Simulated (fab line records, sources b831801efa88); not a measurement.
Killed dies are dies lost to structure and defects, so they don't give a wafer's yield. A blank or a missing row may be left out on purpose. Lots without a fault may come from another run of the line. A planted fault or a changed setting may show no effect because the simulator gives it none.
fab line records | flow gf180mcu
record lots=24 wafers=72 last_day=34
route steps=602 shown STI@3 NSD@262 M1@321 V1@360 M2@364
lots that met no fault: from a run of the same line without faults
start_h: hours from the record's first day to the start of the lot's first wafer shown | wait_h: hours since the lot's step before | " the same as in the row above | L1.1+2: a row that stands for several wafers | - no value, or no start given | * or withheld: withheld | < > ~ a bound
route shown NAME@n: a module of which the file shows steps, and the number in the route of the first | usual: mean/standard deviation of fault-free wafers | same: alike in all rows | chamber/n: place in a boat | sites: the reading at each site | _std_site: their standard deviation | _edge_site: outer sites' mean less inner sites' | radius_mm: how far each site lies from the wafer's centre | mask NAME#n: copy n | behind: the tool/chamber that last shaped the wafer | hold: why the lot was held/for how many hours/how that ended | device: the transistor (n, p or np) that didn't switch | end of line: the same wafers' tests at the end of the route | a step without rows: its recipe alone | killed: dies lost to structure and defects at the first sort, not the wafer's yield | map: a wafer's dies, x killed, . not, _ none there
set.NAME: the setting as run; set.NAME@STEP: as run at that earlier step | model.NAME: the simulator's own value behind a step, which no gauge read
steps of the route over a sample of lots; a table a step, a row a wafer
services: from which hour (start_h, from the record's first day; less than 0 if before it) a tool's chamber was out of use, for how many hours, and why
## steps
# step GF_STI_THK_MEAS_02
# recipe reads=SiO2_of_STI_OXIDATION_01
# usual STI_OXIDATION_THK=9.94/0.17
# columns lot.wafer tool chamber start_h wait_h STI_OXIDATION_THK[nm]
L074.2 film_metro-01 - 11.52 0.0 10.02
L074.3 " - " " 10.00
L074.5 " - " " 10.11
L075.2 film_metro-02 - 16.52 0.0 10.13
L075.3 " - " " 10.18
L075.6 " - " " 10.21
L076.1 film_metro-03 - 21.51 0.0 10.08
L076.4 " - " " 10.19
L076.6 " - " " 10.07
L077.1 film_metro-02 - 26.82 0.0 9.78
L077.2 " - " " 10.02
L077.6 " - " " 9.99
L078.2 film_metro-02 - 31.52 0.0 10.01
L078.3 " - " " 10.06
L078.6 " - " " 10.08
L079.4 film_metro-01 - 37.47 0.0 10.01
L079.5 " - " " 9.93
L079.6 " - " " 9.99
L080.4 film_metro-01 - 41.54 0.0 10.30
L080.5 " - " " 10.17
L080.6 " - " " 10.18
L081.2 film_metro-02 - 46.52 0.0 9.96
L081.4 " - " " 9.93
L081.6 " - " " 9.89
L082.1 film_metro-01 - 51.73 0.0 10.00
L082.2 " - " " 10.23
L082.6 " - " " 10.07
L083.1 film_metro-02 - 56.51 0.0 10.12
L083.4 " - " " 10.04
L083.5 " - " " 9.94
L084.4 film_metro-01 - 61.54 0.0 9.79
L084.5 " - " " 9.81
L084.6 " - " " 9.83
L085.1 film_metro-03 - 67.17 0.0 10.16
L085.4 " - " " 9.77
L085.5 " - " " 9.84
L086.1 film_metro-01 - 72.59 0.0 9.79
L086.5 " - " " 9.71
L086.6 " - " " 9.73
L087.1 film_metro-01 - 76.83 0.0 9.95
L087.3 " - " " 9.79
L087.5 " - " " 9.91
L088.2 film_metro-03 - 81.52 0.0 10.22
L088.4 " - " " 10.20
L088.5 " - " " 10.27
L089.4 film_metro-03 - 86.54 0.0 9.82
L089.5 " - " " 9.63
L089.6 " - " " 9.80
L090.3 film_metro-01 - 91.53 0.0 9.84
L090.5 " - " " 9.91
L090.6 " - " " 9.88
L091.1 film_metro-03 - 96.51 0.0 9.69
L091.4 " - " " 9.61
L091.5 " - " " 9.76
L092.4 film_metro-01 - 101.54 0.0 9.93
L092.5 " - " " 9.94
L092.6 " - " " 10.00
L093.1 film_metro-02 - 106.51 0.0 9.96
L093.3 " - " " 9.80
L093.4 " - " " 9.86
L094.3 film_metro-02 - 111.53 0.0 9.74
L094.4 " - " " 9.83
L094.5 " - " " 9.76
L095.1 film_metro-02 - 116.51 0.0 9.86
L095.5 " - " " 10.03
L095.6 " - " " 9.97
L096.4 film_metro-01 - 122.35 0.0 9.87
L096.5 " - " " 9.85
L096.6 " - " " 9.94
L097.2 film_metro-01 - 126.52 0.0 9.92
L097.4 " - " " 9.84
L097.5 " - " " 9.90
# step GF_PSD_RS_MEAS_14
# recipe thk_meas_gauge=four-point-probe
# usual NSD_RS=46.17/0.081
# columns lot.wafer tool chamber start_h wait_h NSD_RS[ohm/sq]
L074.2 film_metro-01 - 317.70 0.1 46.25
L074.3 " - " " 46.16
L074.5 " - " " 46.12
L075.2 film_metro-04 - 322.50 0.1 46.23
L075.3 " - " " 46.14
L075.6 " - " " 46.14
L076.1 film_metro-04 - 335.97 0.1 46.15
L076.4 " - " " 46.21
L076.6 " - " " 46.29
L077.1 film_metro-01 - 341.20 0.1 46.17
L077.2 " - " " 46.14
L077.6 " - " " 46.18
L078.2 film_metro-04 - 347.24 0.1 46.19
L078.3 " - " " 46.24
L078.6 " - " " 46.09
L079.4 film_metro-01 - 360.44 0.1 46.20
L079.5 " - " " 46.01
L079.6 " - " " 46.14
L080.4 film_metro-03 - 364.43 0.1 46.19
L080.5 " - " " 46.14
L080.6 " - " " 46.16
L081.2 film_metro-04 - 375.74 0.1 46.03
L081.4 " - " " 46.14
L081.6 " - " " 46.18
L082.1 film_metro-03 - 384.02 0.1 46.13
L082.2 " - " " 46.12
L082.6 " - " " 46.14
L083.1 film_metro-04 - 397.27 0.1 46.29
L083.4 " - " " 46.24
L083.5 " - " " 46.15
L084.4 film_metro-03 - 404.64 0.1 46.19
L084.5 " - " " 46.12
L084.6 " - " " 46.07
L085.1 film_metro-01 - 413.27 0.1 46.16
L085.4 " - " " 46.00
L085.5 " - " " 46.21
L086.1 film_metro-04 - 421.27 0.1 46.11
L086.5 " - " " 46.10
L086.6 " - " " 46.23
L087.1 film_metro-04 - 429.44 0.1 46.33
L087.3 " - " " 46.31
L087.5 " - " " 46.30
L088.2 film_metro-01 - 436.99 0.1 46.18
L088.4 " - " " 46.16
L088.5 " - " " 46.27
L089.4 film_metro-01 - 442.48 0.1 46.19
L089.5 " - " " 46.08
L089.6 " - " " 46.05
L090.3 film_metro-01 - 455.81 0.1 46.08
L090.5 " - " " 46.04
L090.6 " - " " 46.23
L091.1 film_metro-03 - 463.85 0.1 46.13
L091.4 " - " " 46.18
L091.5 " - " " 46.02
L092.4 film_metro-01 - 472.68 0.1 46.26
L092.5 " - " " 46.10
L092.6 " - " " 46.23
L093.1 film_metro-03 - 479.48 0.1 46.14
L093.3 " - " " 46.10
L093.4 " - " " 46.09
L094.3 film_metro-04 - 491.53 0.1 46.29
L094.4 " - " " 46.28
L094.5 " - " " 46.24
L095.1 film_metro-03 - 493.98 0.1 46.12
L095.5 " - " " 46.12
L095.6 " - " " 46.18
L096.4 film_metro-01 - 500.96 0.1 46.37
L096.5 " - " " 46.38
L096.6 " - " " 46.22
L097.2 film_metro-01 - 513.80 0.1 46.23
L097.4 " - " " 46.17
L097.5 " - " " 46.23
# step GF_M1_THK_MEAS_06
# recipe thk_meas_gauge=xrf reads=AlCu_of_M1_SPUTTER_02
# usual M1_ALCU_THK=452/4.8
# columns lot.wafer tool chamber start_h wait_h M1_ALCU_THK[nm]
L074.2 film_metro-04 - 364.03 0.1 454
L074.3 " - " " 453
L074.5 " - " " 450
L075.2 film_metro-03 - 368.58 0.1 457
L075.3 " - " " 453
L075.6 " - " " 459
L076.1 film_metro-04 - 382.44 0.1 456
L076.4 " - " " 458
L076.6 " - " " 453
L077.1 film_metro-03 - 388.28 0.1 452
L077.2 " - " " 450
L077.6 " - " " 450
L078.2 film_metro-04 - 394.42 0.1 462
L078.3 " - " " 454
L078.6 " - " " 444
L079.4 film_metro-04 - 409.56 0.1 444
L079.5 " - " " 443
L079.6 " - " " 443
L080.4 film_metro-03 - 412.80 0.1 455
L080.5 " - " " 449
L080.6 " - " " 459
L081.2 film_metro-03 - 424.48 0.1 456
L081.4 " - " " 452
L081.6 " - " " 450
L082.1 film_metro-01 - 433.88 0.1 458
L082.2 " - " " 451
L082.6 " - " " 457
L083.1 film_metro-03 - 448.82 0.1 453
L083.4 " - " " 454
L083.5 " - " " 451
L084.4 film_metro-04 - 456.49 0.1 445
L084.5 " - " " 450
L084.6 " - " " 457
L085.1 film_metro-01 - 465.32 0.1 458
L085.4 " - " " 458
L085.5 " - " " 454
L086.1 film_metro-01 - 473.74 0.1 454
L086.5 " - " " 456
L086.6 " - " " 449
L087.1 film_metro-03 - 481.17 0.1 448
L087.3 " - " " 452
L087.5 " - " " 446
L088.2 film_metro-01 - 492.78 0.1 449
L088.4 " - " " 448
L088.5 " - " " 451
L089.4 film_metro-03 - 494.41 0.1 441
L089.5 " - " " 445
L089.6 " - " " 453
L090.3 film_metro-04 - 506.08 0.1 448
L090.5 " - " " 453
L090.6 " - " " 451
L091.1 film_metro-01 - 518.32 0.1 452
L091.4 " - " " 456
L091.5 " - " " 457
L092.4 film_metro-03 - 523.45 0.1 454
L092.5 " - " " 452
L092.6 " - " " 457
L093.1 film_metro-01 - 527.32 0.1 452
L093.3 " - " " 457
L093.4 " - " " 455
L094.3 film_metro-01 - 539.97 0.1 448
L094.4 " - " " 447
L094.5 " - " " 447
L095.1 film_metro-04 - 544.14 0.1 452
L095.5 " - " " 457
L095.6 " - " " 450
L096.4 film_metro-01 - 550.40 0.1 447
L096.5 " - " " 443
L096.6 " - " " 455
L097.2 film_metro-04 - 562.66 0.1 448
L097.4 " - " " 448
L097.5 " - " " 451
# step GF_V1_THK_MEAS_25
# recipe thk_meas_gauge=xrf reads=W_of_V1_CVD_23
# usual V1_W_THK=345/6.8
# columns lot.wafer tool chamber start_h wait_h V1_W_THK[nm]
L074.2 film_metro-01 - 411.93 0.1 346
L074.3 " - " " 339
L074.5 " - " " 342
L075.2 film_metro-02 - 417.09 0.1 341
L075.3 " - " " 349
L075.6 " - " " 354
L076.1 film_metro-01 - 432.08 0.1 338
L076.4 " - " " 339
L076.6 " - " " 332
L077.1 film_metro-01 - 438.62 0.1 342
L077.2 " - " " 329
L077.6 " - " " 333
L078.2 film_metro-03 - 444.82 0.1 358
L078.3 " - " " 350
L078.6 " - " " 353
L079.4 film_metro-03 - 460.10 0.1 352
L079.5 " - " " 352
L079.6 " - " " 337
L080.4 film_metro-03 - 463.58 0.1 347
L080.5 " - " " 347
L080.6 " - " " 345
L081.2 film_metro-01 - 474.73 0.1 332
L081.4 " - " " 334
L081.6 " - " " 336
L082.1 film_metro-02 - 485.30 0.1 353
L082.2 " - " " 363
L082.6 " - " " 359
L083.1 film_metro-01 - 499.13 0.1 353
L083.4 " - " " 344
L083.5 " - " " 349
L084.4 film_metro-01 - 504.70 0.1 333
L084.5 " - " " 334
L084.6 " - " " 343
L085.1 film_metro-02 - 517.78 0.1 339
L085.4 " - " " 337
L085.5 " - " " 342
L086.1 film_metro-02 - 523.78 0.1 350
L086.5 " - " " 348
L086.6 " - " " 347
L087.1 film_metro-01 - 528.22 0.1 341
L087.3 " - " " 344
L087.5 " - " " 346
L088.2 film_metro-02 - 540.86 0.1 348
L088.4 " - " " 354
L088.5 " - " " 355
L089.4 film_metro-01 - 544.03 0.1 335
L089.5 " - " " 334
L089.6 " - " " 342
L090.3 film_metro-01 - 553.01 0.1 347
L090.5 " - " " 343
L090.6 " - " " 338
L091.1 film_metro-01 - 565.73 0.1 339
L091.4 " - " " 339
L091.5 " - " " 339
L092.4 film_metro-02 - 570.53 0.1 344
L092.5 " - " " 344
L092.6 " - " " 344
L093.1 film_metro-02 - 574.50 0.1 352
L093.3 " - " " 341
L093.4 " - " " 346
L094.3 film_metro-02 - 586.67 0.1 348
L094.4 " - " " 351
L094.5 " - " " 356
L095.1 film_metro-02 - 590.94 0.1 342
L095.5 " - " " 347
L095.6 " - " " 344
L096.4 film_metro-02 - 596.80 0.1 347
L096.5 " - " " 344
L096.6 " - " " 347
L097.2 film_metro-02 - 606.62 0.1 351
L097.4 " - " " 353
L097.5 " - " " 347
# step GF_M2_SPUTTER_02
# recipe material=AlCu target_thk_nm=450 power_w=10600 time_s=23.9 chamber_pressure_pa=0.4
# usual cathode_dc_power_W=10600/1.6 throttle_valve_pct=30.5/1.1
# columns lot.wafer tool chamber start_h wait_h cathode_dc_power_W throttle_valve_pct
L074.2 pvd_sputter-04 - 412.41 0.0 10600 30.0
L074.3 " - " " 10602 29.7
L074.5 " - " " 10597 30.0
L075.2 pvd_sputter-03 - 417.57 0.0 10602 31.9
L075.3 " - " " 10599 29.5
L075.6 " - " " 10602 31.7
L076.1 pvd_sputter-04 - 432.57 0.0 10601 31.2
L076.4 " - " " 10600 29.7
L076.6 " - " " 10603 31.1
L077.1 pvd_sputter-02 - 439.11 0.0 10601 29.1
L077.2 " - " " 10602 29.2
L077.6 " - " " 10600 29.2
L078.2 pvd_sputter-03 - 445.30 0.0 10597 29.5
L078.3 " - " " 10600 32.0
L078.6 " - " " 10598 31.0
L079.4 pvd_sputter-04 - 460.56 0.0 10602 30.0
L079.5 " - " " 10599 29.4
L079.6 " - " " 10603 31.2
L080.4 pvd_sputter-03 - 464.04 0.0 10603 30.0
L080.5 " - " " 10599 32.2
L080.6 " - " " 10601 32.2
L081.2 pvd_sputter-02 - 475.21 0.0 10602 29.2
L081.4 " - " " 10600 31.8
L081.6 " - " " 10600 31.3
L082.1 pvd_sputter-02 - 485.79 0.0 10600 31.7
L082.2 " - " " 10600 31.4
L082.6 " - " " 10598 31.3
L083.1 pvd_sputter-03 - 499.62 0.0 10599 31.3
L083.4 " - " " 10599 32.3
L083.5 " - " " 10601 30.9
L084.4 pvd_sputter-03 - 505.16 0.0 10600 32.1
L084.5 " - " " 10602 29.4
L084.6 " - " " 10597 31.2
L085.1 pvd_sputter-02 - 518.27 0.0 10599 31.4
L085.4 " - " " 10601 31.6
L085.5 " - " " 10600 29.0
L086.1 pvd_sputter-04 - 524.27 0.0 10599 29.7
L086.5 " - " " 10600 29.4
L086.6 " - " " 10598 31.1
L087.1 pvd_sputter-02 - 528.71 0.0 10601 29.3
L087.3 " - " " 10602 31.4
L087.5 " - " " 10599 31.6
L088.2 pvd_sputter-03 - 541.34 0.0 10598 31.9
L088.4 " - " " 10598 31.0
L088.5 " - " " 10599 30.9
L089.4 pvd_sputter-02 - 544.49 0.0 10600 29.0
L089.5 " - " " 10601 29.1
L089.6 " - " " 10601 31.3
L090.3 pvd_sputter-02 - 553.48 0.0 10600 31.8
L090.5 " - " " 10604 31.4
L090.6 " - " " 10601 29.2
L091.1 pvd_sputter-02 - 566.22 0.0 10602 29.1
L091.4 " - " " 10602 31.8
L091.5 " - " " 10602 31.8
L092.4 pvd_sputter-02 - 570.99 0.0 10599 29.1
L092.5 " - " " 10601 31.6
L092.6 " - " " 10599 29.2
L093.1 pvd_sputter-02 - 574.99 0.0 10602 28.9
L093.3 " - " " 10600 29.0
L093.4 " - " " 10599 31.3
L094.3 pvd_sputter-04 - 587.14 0.0 10600 31.1
L094.4 " - " " 10602 29.8
L094.5 " - " " 10602 30.0
L095.1 pvd_sputter-04 - 591.43 0.0 10601 29.7
L095.5 " - " " 10599 29.7
L095.6 " - " " 10598 30.1
L096.4 pvd_sputter-02 - 597.28 0.0 10597 29.1
L096.5 " - " " 10597 28.8
L096.6 " - " " 10600 31.4
L097.2 pvd_sputter-03 - 607.10 0.0 10600 32.1
L097.4 " - " " 10604 30.7
L097.5 " - " " 10599 29.7
# step GF_M2_RS_MEAS_05
# recipe thk_meas_gauge=four-point-probe reads=TiN_of_M2_SPUTTER_04+Ti_of_M2_SPUTTER_03+AlCu_of_M2_SPUTTER_02+TiN_of_M2_SPUTTER_01+Ti_of_M2_SPUTTER_00
# usual M2_ALCU_RS=0.0696/0.00092
# columns lot.wafer tool chamber start_h wait_h M2_ALCU_RS[ohm/sq]
L074.2 film_metro-04 - 412.52 0.0 0.0685
L074.3 " - " " 0.0700
L074.5 " - " " 0.0693
L075.2 film_metro-02 - 417.68 0.0 0.0680
L075.3 " - " " 0.0698
L075.6 " - " " 0.0684
L076.1 film_metro-01 - 432.66 0.0 0.0699
L076.4 " - " " 0.0705
L076.6 " - " " 0.0700
L077.1 film_metro-02 - 439.20 0.0 0.0701
L077.2 " - " " 0.0693
L077.6 " - " " 0.0686
L078.2 film_metro-01 - 445.41 0.0 0.0694
L078.3 " - " " 0.0686
L078.6 " - " " 0.0699
L079.4 film_metro-01 - 460.71 0.1 0.0693
L079.5 " - " " 0.0694
L079.6 " - " " 0.0694
L080.4 film_metro-04 - 464.19 0.1 0.0702
L080.5 " - " " 0.0699
L080.6 " - " " 0.0699
L081.2 film_metro-01 - 475.32 0.0 0.0676
L081.4 " - " " 0.0702
L081.6 " - " " 0.0692
L082.1 film_metro-01 - 485.88 0.0 0.0709
L082.2 " - " " 0.0703
L082.6 " - " " 0.0708
L083.1 film_metro-01 - 499.71 0.0 0.0685
L083.4 " - " " 0.0684
L083.5 " - " " 0.0689
L084.4 film_metro-01 - 505.31 0.1 0.0694
L084.5 " - " " 0.0708
L084.6 " - " " 0.0706
L085.1 film_metro-02 - 518.36 0.0 0.0693
L085.4 " - " " 0.0698
L085.5 " - " " 0.0690
L086.1 film_metro-04 - 524.36 0.0 0.0703
L086.5 " - " " 0.0702
L086.6 " - " " 0.0701
L087.1 film_metro-02 - 528.80 0.0 0.0675
L087.3 " - " " 0.0690
L087.5 " - " " 0.0697
L088.2 film_metro-02 - 541.45 0.0 0.0698
L088.4 " - " " 0.0701
L088.5 " - " " 0.0703
L089.4 film_metro-04 - 544.64 0.1 0.0673
L089.5 " - " " 0.0669
L089.6 " - " " 0.0692
L090.3 film_metro-01 - 553.61 0.1 0.0692
L090.5 " - " " 0.0697
L090.6 " - " " 0.0679
L091.1 film_metro-01 - 566.31 0.0 0.0696
L091.4 " - " " 0.0697
L091.5 " - " " 0.0703
L092.4 film_metro-02 - 571.14 0.1 0.0691
L092.5 " - " " 0.0707
L092.6 " - " " 0.0693
L093.1 film_metro-04 - 575.08 0.0 0.0691
L093.3 " - " " 0.0702
L093.4 " - " " 0.0701
L094.3 film_metro-04 - 587.27 0.1 0.0700
L094.4 " - " " 0.0692
L094.5 " - " " 0.0694
L095.1 film_metro-01 - 591.52 0.0 0.0707
L095.5 " - " " 0.0713
L095.6 " - " " 0.0704
L096.4 film_metro-01 - 597.43 0.1 0.0695
L096.5 " - " " 0.0690
L096.6 " - " " 0.0699
L097.2 film_metro-02 - 607.21 0.0 0.0708
L097.4 " - " " 0.0712
L097.5 " - " " 0.0716
## services
# columns tool chamber start_h hours kind
pvd_sputter-02 0 448.70 - consumable_replace:kit
pvd_sputter-02 0 448.70 18.0 scheduled_down
pvd_sputter-02 0 448.70 18.0 vent_cycle
pvd_sputter-03 - 509.20 5.1 repair
pvd_sputter-04 2 554.00 - consumable_replace:kit
pvd_sputter-04 2 554.00 18.0 scheduled_down
pvd_sputter-04 2 554.00 18.0 vent_cycle
pvd_sputter-02 - 554.69 2.7 repair
pvd_sputter-04 - 570.83 2.8 repair
pvd_sputter-03 - 571.03 2.8 repair
## key
fault none
